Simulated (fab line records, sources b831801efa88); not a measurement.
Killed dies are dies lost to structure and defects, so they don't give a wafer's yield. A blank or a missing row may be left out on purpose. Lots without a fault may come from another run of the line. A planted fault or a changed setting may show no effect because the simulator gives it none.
Problem report in the 8D (eight disciplines) form, filled by code | flow sky130 | the parts of the form that need people (team, actions taken, sign-off) are left out

1. THE PROBLEM
CAPM_CVD_00_THK at SKY_CAPM_THK_MEAS_01 reads a mean of 11.69 nm on 3 wafers of 3 lots; wafers without a fault read 15.54 nm with a standard deviation of 0.22. That is -18 standard deviations from the usual mean.
First seen on wafer L815.4, day 39 04:21, on film_metro-03. The record holds 36 wafers of 12 lots with a number at this step. Rule for "out", or "out of limits": more than 4 standard deviations from the usual mean. The other wafers with a number count as sound.

2. WHAT IT IS AND WHAT IT IS NOT
question                    | is                                          | is not
which readings at this step | CAPM_CVD_00_THK                             | -
which lots                  | L815, L817, L818                            | L807, L808, L811, L824, L825, L826, L827, L828, L829
which wafers of those lots  | L815.4, L817.6, L818.2                      | L815.1, L815.6, L817.1, L817.2, L818.4, L818.6
read on which gauges        | film_metro-02, film_metro-03, film_metro-04 | -
when                        | from day 39 04:21                           | up to then (11 sound wafers); but 22 sound wafers of L817, L818, L824, L825, L826, L827, L828, L829 came after

3. SUSPECTS, AND WHAT RULES EACH OUT
Counting: a tool at a process step up to the reading stays a suspect if it ran every lot that is out. Sound lots after the first of them don't rule it out here, since some wafers of a struck lot are sound.
- the gauge at SKY_CAPM_THK_MEAS_01: ruled out. The wafers that are out were read on 3 gauges (film_metro-02, film_metro-03, film_metro-04).
- pecvd-04 at SKY_CAPM_CVD_00 (deposits SiO2, target thk 15.5 nm): kept. It ran every lot that is out, first L815 (day 39 04:20); its last sound lot up to then is L811 (day 38 00:56).
- Within pecvd-04 at SKY_CAPM_CVD_00: the wafers that are out ran in chamber 1; their sound lot-mates ran in chambers 0, 2.
Left after counting: pecvd-04 at SKY_CAPM_CVD_00.

4. THE CAUSE (what the simulator had put in)
Process parameter drift: pecvd-04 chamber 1, from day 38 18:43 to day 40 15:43, at SKY_CAPM_CVD_00. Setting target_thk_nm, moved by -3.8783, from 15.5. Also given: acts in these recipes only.
Counting left only this tool.

5. THE CHAIN OF EFFECTS, in route order
Each row: a reading whose mean over the struck wafers that have a number lies more than 3 standard deviations from the usual. Only readings for which the record gives a usual standard deviation are gone through. hours: the time from each lot's start at the first step in this table that gives one to its start at this step, as a median over the lots. sigmas: the change in usual standard deviations.
hours | step                 | reading         | usual      | on struck wafers | change | sigmas
0     | SKY_CAPM_THK_MEAS_01 | CAPM_CVD_00_THK | 15.54 nm   | 11.69            | -3.85  | -18
50    | SKY_METAL3_ETCH_17   | oes_product_au  | 0.755 a.u. | 0.658            | -0.097 | -14
The process steps in it:
- SKY_METAL3_ETCH_17: etches SiO2 in C4F8/O2/Ar, stops on TiN, time 3.9 s, target depth 15 nm.
Later measuring or inspecting steps at which every struck wafer that the step has a row for has a number for every such reading, and none has moved that far: SKY_CAPM_RS_MEAS_03.

6. WHAT WOULD HAVE CAUGHT IT SOONER
In this record the first reading out of limits at a measuring or inspecting step was taken at day 39 04:21, 10 hours after the fault began at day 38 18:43.
Of the tool readings at SKY_CAPM_CVD_00 for which the record gives a usual standard deviation, none was out on any struck wafer, so an alarm limit of 4 standard deviations on them would not have fired.
Of the lots that are out (3), L817, L818 began SKY_CAPM_CVD_00 on pecvd-04 after day 39 04:21. A hold on the tool at that time would have spared those 2.
